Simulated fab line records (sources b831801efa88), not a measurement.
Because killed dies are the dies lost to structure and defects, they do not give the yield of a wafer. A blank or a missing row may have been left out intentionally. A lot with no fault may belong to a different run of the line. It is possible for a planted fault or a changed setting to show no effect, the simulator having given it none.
Matching of chambers	flow gf180mcu	rie-diel-02 running GF_SAB_ETCH_11: 4 sister chambers
The step etches SiO2 in C4F8/O2/Ar, target depth 55 nm, time 8.5 s. 8 wafers are shown with their chamber, then 9 later ones without.

== WAFERS PAIRED WITH THEIR CHAMBERS ==
wafer	chamber	oes-product-au (a.u.)
L079.4	0	0.993
L079.5	0	0.992
L082.1	2	0.994
L084.5	3	1.001
L084.6	2	1.012
L085.1	1	1.004
L085.4	1	1.006
L085.5	3	1.008

== WAFERS WITH NO CHAMBER GIVEN ==
wafer	oes-product-au (a.u.)
L087.1	1.007
L087.3	0.985
L087.5	0.990
L088.2	1.003
L088.4	0.982
L088.5	0.979
L096.4	0.998
L096.5	1.004
L096.6	1.005

== WHICH CHAMBER EACH WENT THROUGH ==
wafer	from the rows above	in truth
L087.1	can't be placed: 1 or 3 or 2 or 0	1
L087.3	can't be placed: 0 or 2 or 3 or 1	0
L087.5	can't be placed: 0 or 2 or 3 or 1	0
L088.2	can't be placed: 2 or 3 or 1 or 0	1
L088.4	can't be placed: 0 or 2 or 3 or 1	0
L088.5	can't be placed: 0 or 2 or 3 or 1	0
L096.4	can't be placed: 2 or 0 or 3 or 1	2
L096.5	can't be placed: 3 or 1 or 2 or 0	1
L096.6	can't be placed: 1 or 3 or 2 or 0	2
Placed correctly: 0 of 9. Can't be placed from these rows: 9 (the true chamber is among the candidates in 9). Number placed wrongly: 0.
How it was worked out, from the rows above alone: a wafer's distance from a chamber is the root of the sum, over the readings, of the square of ((its reading less the chamber's mean) divided by the reading's scatter). The wafer belongs to the nearest chamber; if the next one is less than 2 further off, it can't be placed. For every chamber, the mean is computed from those of its wafers that are shown. How the scatter is found: for the shown wafers, subtract from each reading the mean of its chamber, square and add these, divide the total by (wafers less chambers), then take the root.
